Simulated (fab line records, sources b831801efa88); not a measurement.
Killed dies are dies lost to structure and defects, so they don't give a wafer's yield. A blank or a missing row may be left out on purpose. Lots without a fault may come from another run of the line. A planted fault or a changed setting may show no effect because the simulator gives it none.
A struck lot beside a sound one | flow sfq_line | 32 steps out of a route of 325
Sound: wafers L164.2, L164.3, L164.5. Struck: wafers L172.4, L172.6. The cause comes at the end.
At each step with rows: each side's tool, then ch and its chambers, then its first start. Under that, the readings that differ: sound wafers | struck wafers | difference of the means | sigmas: that difference in standard deviations of wafers without a fault.
alike: readings whose means differ by less than 2 such deviations, and words and numbers that are the same on both sides. not compared: withheld readings, readings that some wafer has no value for, bounds like >300 that may hide the same value, and numbers for which the record gives no deviation and whose values overlap.
The two part at a step that has a row with sigmas, a row that says differs or no value, or rows on one side only. Numbers that don't overlap but have no deviation are shown without sigmas and don't part them. A reading that every wafer of one side lacks parts them only if that side has two wafers or more.

SFQ_INCOMING_BOW_MEAS_900:
  sound on film_metro-02, day 1 20:01; struck on film_metro-03, day 3 12:04
  alike: INCOMING_BOW
then, 1 step without rows for these wafers: SFQ_TRILAYER_INCOMING_OXIDATION_002 (target thk 500 nm, ox time 4939 s).
SFQ_TRILAYER_L0_DEP_SPUTTER_003: material MoNx KI, target thk 40 nm, time 100 s.
  sound on pvd_sputter-05, day 1 22:29; struck on pvd_sputter-05, day 3 14:29
  reading                                                  | sound             | struck      | difference | sigmas
  model.MoNx_KI_of_TRILAYER_L0_DEP_SPUTTER_003.thk_nm (nm) | 39.41 39.81 39.87 | 42.45 42.53 | +2.79      |
  alike: throttle_valve_pct
SFQ_L0_RS_MEAS_901: measures by four-point-probe.
  sound on film_metro-03, day 1 22:35; struck on film_metro-01, day 3 14:37
  reading                | sound          | struck    | difference | sigmas
  L0_MONX_KI_RS (ohm/sq) | 44.2 43.7 43.6 | 41.0 41.0 | -2.8       | -7
SFQ_L0_THK_MEAS_902: measures by xrf.
  sound on film_metro-03, day 1 22:41; struck on film_metro-01, day 3 14:43
  reading             | sound          | struck    | difference | sigmas
  L0_MONX_KI_THK (nm) | 39.5 40.2 40.1 | 42.8 42.9 | +2.9       | +6
then, 6 steps without rows for these wafers: SFQ_TRILAYER_L0_LITHO_COAT_010 (resist thk 62 nm); SFQ_TRILAYER_L0_LITHO_COAT_005 (resist thk 600 nm); SFQ_TRILAYER_L0_LITHO_SOFTBAKE_009; SFQ_TRILAYER_L0_LITHO_EXPOSE_006 (exposes mask L0, target cd 2000 nm); SFQ_TRILAYER_L0_LITHO_PEB_008 (peb time 60 s); SFQ_TRILAYER_L0_LITHO_DEVELOP_007 (time 60 s).
-- the record jumps here: 3 days lie between the struck wafers' starts before and after --
SFQ_TRILAYER_L0_BARC_OPEN_METAL_ETCH_010: etches BARC in O2, target depth 125 nm, time 41.7 s.
  sound on rie_metal-01 ch 1, day 4 18:59; struck on rie_metal-02 ch 1, day 6 19:00
  reading                     | sound             | struck      | difference | sigmas
  drypump_motor_current_A (A) | 5.4 5.4 5.4       | 6.5 6.4     | +1.0       | +2
  oes_product_au (a.u.)       | 0.691 0.693 0.688 | 0.684 0.676 | -0.011     | -2
  not compared: rf_hours_counter_h
SFQ_TRILAYER_L0_ETCH_METAL_ETCH_008: etches MoNx KI in SF6/O2, stops on SiO2, target depth 50 nm, time 25 s.
  sound on rie_metal-01 ch 1, day 4 19:02; struck on rie_metal-02 ch 1, day 6 19:04
  reading                     | sound             | struck      | difference | sigmas
  drypump_motor_current_A (A) | 5.3 5.4 5.4       | 6.4 6.4     | +1.0       | +2
  oes_product_au (a.u.)       | 0.863 0.866 0.872 | 0.906 0.901 | +0.036     | +6
  not compared: rf_hours_counter_h
then, 2 steps without rows for these wafers: SFQ_TRILAYER_L0_STRIP_STRIP_009 (strips in O2); SFQ_TRILAYER_L0_STRIP_SOLV_CLEAN_010 (cleans in NMP, time 600 s).
SFQ_TRILAYER_L0_CAP_PECVD_011: deposits SiO2 from SiH4/N2O, time 13.333 s, target thk 60 nm.
  sound on pecvd-04 ch 0,2, day 4 19:52; struck on pecvd-02 ch 0,2, day 6 19:52
  reading                | sound          | struck    | difference | sigmas
  throttle_valve_pct (%) | 23.6 24.4 24.0 | 26.5 26.1 | +2.3       | +2
  alike: chamber_pressure_Torr, heater_power_w
then, 6 steps without rows for these wafers: SFQ_TRILAYER_L0_VIA_LITHO_COAT_018 (resist thk 62 nm); SFQ_TRILAYER_L0_VIA_LITHO_COAT_013 (resist thk 650 nm); SFQ_TRILAYER_L0_VIA_LITHO_SOFTBAKE_017; SFQ_TRILAYER_L0_VIA_LITHO_EXPOSE_014 (exposes mask L0V, target cd 700 nm); SFQ_TRILAYER_L0_VIA_LITHO_PEB_016 (peb time 60 s); SFQ_TRILAYER_L0_VIA_LITHO_DEVELOP_015 (time 60 s).
-- the record jumps here: 4 days lie between the struck wafers' starts before and after --
SFQ_L0V_OVL_MEAS_903:
  sound on overlay-02, day 8 08:11; struck on overlay-02, day 11 01:28
  alike: L0V_OVL
then, 1 step without rows for these wafers: SFQ_TRILAYER_L0_VIA_BARC_OPEN_VIA_ETCH_021 (etches BARC in O2, target depth 125 nm, time 41.7 s).
SFQ_TRILAYER_L0_VIA_ETCH_VIA_ETCH_016: etches SiO2 in CHF3, stops on MoNx KI, target depth 80 nm.
  sound on rie_diel-01 ch 0,2, day 8 08:16; struck on rie_diel-01 ch 1,3, day 11 01:32
  alike: drypump_motor_current_A, oes_product_au
SFQ_TRILAYER_L0_VIA_STRIP_STRIP_017: strips in O2.
  sound on rie_metal-01 ch 0,1, day 8 08:18; struck on rie_metal-02 ch 0,1, day 11 01:47
  alike: drypump_motor_current_A, oes_product_au
  not compared: rf_hours_counter_h
then, 2 steps without rows for these wafers: SFQ_TRILAYER_L0_VIA_STRIP_SOLV_CLEAN_018 (cleans in NMP, time 600 s); SFQ_TRILAYER_M0_DEP_PRE_CLEAN_020 (time 15 s).
SFQ_TRILAYER_M0_DEP_SPUTTER_019: material Nb, target thk 200 nm, time 133.3 s.
  sound on pvd_sputter-04, day 8 09:06; struck on pvd_sputter-03, day 11 02:23
  alike: throttle_valve_pct
SFQ_M0_RS_MEAS_904: measures by four-point-probe.
  sound on film_metro-04, day 8 09:13; struck on film_metro-03, day 11 02:32
  reading           | sound             | struck      | difference | sigmas
  M0_NB_RS (ohm/sq) | 0.862 0.875 0.868 | 0.885 0.891 | +0.020     | +2
then, 1 step without rows for these wafers: SFQ_TRILAYER_M0_LITHO_COAT_026 (resist thk 62 nm).
-- the record jumps here: 79 days lie between the struck wafers' starts before and after --
SFQ_M8_BOW_MEAS_951:
  sound on film_metro-02, day 79 14:47; struck on film_metro-04, day 90 10:57
  reading                  | sound             | struck      | difference | sigmas
  model.etest.l0.ohm_sq    | 44.14 43.69 43.63 | 40.98 40.91 | -2.88      |
  model.etest.l0v.link_ohm | 45.03 44.6 44.52  | 41.89 41.83 | -2.86      |
  model.etest.l0.ohm_um    | 22.1 21.87 21.83  | 20.47 20.46 | -1.47      |
  alike: M8_BOW

WHERE THEY PART
First at SFQ_L0_RS_MEAS_901; last, within this record, at SFQ_M0_RS_MEAS_904. Later steps at which nothing parts them and some readings are alike: SFQ_M8_BOW_MEAS_951.

WHY: what the simulator had put in
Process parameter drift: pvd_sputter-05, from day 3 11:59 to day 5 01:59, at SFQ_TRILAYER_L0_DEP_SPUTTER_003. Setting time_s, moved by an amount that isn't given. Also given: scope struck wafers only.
